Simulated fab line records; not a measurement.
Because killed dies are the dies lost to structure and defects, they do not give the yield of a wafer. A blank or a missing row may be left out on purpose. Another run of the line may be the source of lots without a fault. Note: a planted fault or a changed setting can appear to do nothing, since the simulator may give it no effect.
Struck lot and sound lot, side by side / flow sky130 / 16 steps out of a route of 708
Sound: the wafers L260.2, L260.3, L260.5. Struck: wafers L264.2, L264.4, L264.6. The cause comes at the end.
At each step with rows: each side's tool, then ch and its chambers, then its first start. Under that, the readings that differ: sound wafers / struck wafers / difference of the means / sigmas: that difference in standard deviations of wafers without a fault.
alike: words and numbers the same on both sides, and readings whose means are apart by under 2 such deviations; not compared: readings that were withheld, readings missing a value for some wafer, numbers with overlapping values and no deviation given by the record, and bounds like >300 which may hide the same value.
A row with sigmas, a row that says differs or no value, or rows on one side alone: a step with any of these is where the two part. When numbers do not overlap yet have no deviation, they are printed without sigmas and do not part them. A reading missing from all wafers of one side parts the sides only when that side holds two or more wafers.

SKY_VT_ADJUST_HVTP_OVL_MEAS_08:
  sound: overlay-01 at day 5 22:28; struck: overlay-02 at day 7 01:04
  alike: VT_ADJUST_HVTP_OVL
next, for these wafers, 1 step has no rows: SKY_VT_ADJUST_HVTP_IMPLANT_09.
SKY_VT_ADJUST_HVTP_STRIP_10: strips in O2/N2.
  sound on plasma-asher-03 ch 1, day 5 22:38; struck on plasma-asher-03 ch 0,1, day 7 01:14
  alike: chamber-pressure-mTorr, drypump-motor-current-A, oes-product-au, strip-time-to-endpoint-s
  not compared: rf-hours-counter-h
SKY_VT_ADJUST_HVTP_TW_MEAS_11:
  sound: film-metro-03 at day 5 22:45; struck: film-metro-04 at day 7 01:21
  alike: VT_ADJUST_HVTP_TW
then, 7 steps without rows for these wafers: SKY_VT_ADJUST_LVTN_DEHYDRATE_00 (time 60 s); SKY_VT_ADJUST_LVTN_HMDS_01 (prime time 60 s); SKY_VT_ADJUST_LVTN_COAT_02 (resist thk 3000 nm); SKY_VT_ADJUST_LVTN_SOFTBAKE_03; SKY_VT_ADJUST_LVTN_EXPOSE_04 (exposes mask NWM COMPLEMENT LESS NATIVE, target cd 840 nm); SKY_VT_ADJUST_LVTN_PEB_05; SKY_VT_ADJUST_LVTN_DEVELOP_06 (develop time 62.75 s).
SKY_VT_ADJUST_LVTN_OVL_MEAS_07:
  sound: overlay-01 at day 6 15:50; struck: overlay-02 at day 7 20:19
  alike: VT_ADJUST_LVTN_OVL
SKY_VT_ADJUST_LVTN_IMPLANT_08:
  sound on implanter-02 ch 0, day 6 15:53; struck on implanter-03 ch 0, day 7 20:23
reading=implant-ion-amu; sound=11 11 11; struck=31 31 31; difference=+20; sigmas=
reading=model.implant.rp-nm (nm); sound=98.6 98.6 98.6; struck=37.35 37.35 37.35; difference=-61.25; sigmas=
reading=model.implant.drp-nm (nm); sound=42.97 42.97 42.97; struck=16.56 16.56 16.56; difference=-26.41; sigmas=
  alike: dose-ions-cm2
SKY_VT_ADJUST_LVTN_STRIP_09: strips in O2/N2.
  sound on plasma-asher-02 ch 0,1, day 6 16:01; struck on plasma-asher-02 ch 0,1, day 7 20:30
  alike: chamber-pressure-mTorr, drypump-motor-current-A, oes-product-au, strip-time-to-endpoint-s
  not compared: rf-hours-counter-h
SKY_VT_ADJUST_LVTN_TW_MEAS_10:
  sound: film-metro-02 at day 6 16:07; struck: film-metro-02 at day 7 20:37
reading=VT_ADJUST_LVTN_TW; sound=246.7 246.4 247.1; struck=480.2 481.3 479.1; difference=+233.5; sigmas=+78
then, 1 step without rows for these wafers: SKY_VT_ADJUST_LVTN_DEHYDRATE_11 (time 60 s).

## WHERE THEY PART
Within this record, at SKY_VT_ADJUST_LVTN_TW_MEAS_10 only.

WHY: what had been put in by the simulator
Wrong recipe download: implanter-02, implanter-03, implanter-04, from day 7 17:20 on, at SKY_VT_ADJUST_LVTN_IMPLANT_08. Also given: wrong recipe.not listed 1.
